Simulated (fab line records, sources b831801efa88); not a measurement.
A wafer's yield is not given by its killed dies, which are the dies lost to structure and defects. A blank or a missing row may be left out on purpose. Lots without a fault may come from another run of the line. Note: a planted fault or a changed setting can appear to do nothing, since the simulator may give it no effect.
Matching of chambers | flow gf180mcu | rie-diel-04 running GF_POLY_GATE_ETCH_12: 4 sister chambers
The step etches BARC in N2/H2. 16 wafers are shown with their chamber, then 8 later ones without.

## WAFERS, EACH WITH ITS CHAMBER
wafer  | chamber | drypump-motor-current-A (A) | oes-product-au (a.u.) | throttle-valve-pct (%)
L975.2 | 0       | 4.8                         | 0.727                 | 13.223
L975.4 | 1       | 6.4                         | 0.740                 | 13.219
L975.5 | 1       | 6.4                         | 0.735                 | 13.227
L978.1 | 0       | 4.9                         | 0.736                 | 13.216
L978.2 | 1       | 6.4                         | 0.734                 | 13.207
L978.5 | 3       | 5.6                         | 0.736                 | 13.206
L979.1 | 0       | 4.8                         | 0.733                 | 13.210
L979.2 | 2       | 6.2                         | 0.735                 | 13.202
L979.6 | 1       | 6.4                         | 0.737                 | 13.214
L980.3 | 1       | 6.4                         | 0.733                 | 13.205
L980.4 | 0       | 4.8                         | 0.736                 | 13.210
L980.6 | 0       | 4.8                         | 0.734                 | 13.218
L981.2 | 3       | 5.6                         | 0.733                 | 13.203
L981.3 | 0       | 4.8                         | 0.735                 | 13.223
L981.4 | 3       | 5.6                         | 0.738                 | 13.230
L983.3 | 2       | 6.2                         | 0.731                 | 13.220

SIGNATURES, as means of the wafers listed above
reading                 | chamber 0 | chamber 1 | chamber 2 | chamber 3 | scatter within a chamber
drypump-motor-current-A | 4.817     | 6.400     | 6.200     | 5.600     | 0.0264
oes-product-au          | 0.73350   | 0.73580   | 0.73300   | 0.73567   | 0.00301
throttle-valve-pct      | 13.21667  | 13.21440  | 13.21100  | 13.21300  | 0.00955
Rule: for a wafer and a chamber, the distance is found by dividing, reading by reading, the gap between the wafer's reading and the chamber's mean by the reading's scatter, squaring, summing and taking the root. If the next closest chamber is less than 2 further off than the closest, the wafer can't be placed; otherwise it belongs to the closest. How the scatter is found: for the shown wafers, subtract from each reading the mean of its chamber, square and add these, divide the total by (wafers less chambers), then take the root.

## WAFERS WHOSE CHAMBER IS MISSING
wafer  | drypump-motor-current-A (A) | oes-product-au (a.u.) | throttle-valve-pct (%)
L983.4 | 5.6                         | 0.734                 | 13.207
L983.6 | 5.6                         | 0.733                 | 13.204
L984.2 | 6.4                         | 0.736                 | 13.221
L984.3 | 6.2                         | 0.739                 | 13.213
L984.5 | 5.6                         | 0.743                 | 13.207
L992.2 | 6.4                         | 0.738                 | 13.212
L992.3 | 5.6                         | 0.734                 | 13.225
L992.6 | 5.6                         | 0.730                 | 13.213

## WHICH CHAMBER EACH ONE RAN IN
wafer  | from the rows above | in truth
L983.4 | 3                   | 3
L983.6 | 3                   | 3
L984.2 | 1                   | 1
L984.3 | 2                   | 2
L984.5 | 3                   | 3
L992.2 | 1                   | 1
L992.3 | 3                   | 3
L992.6 | 3                   | 3
Correct placement for 8 of the 8. From these rows, 0 cannot be placed. Placed wrongly: 0.
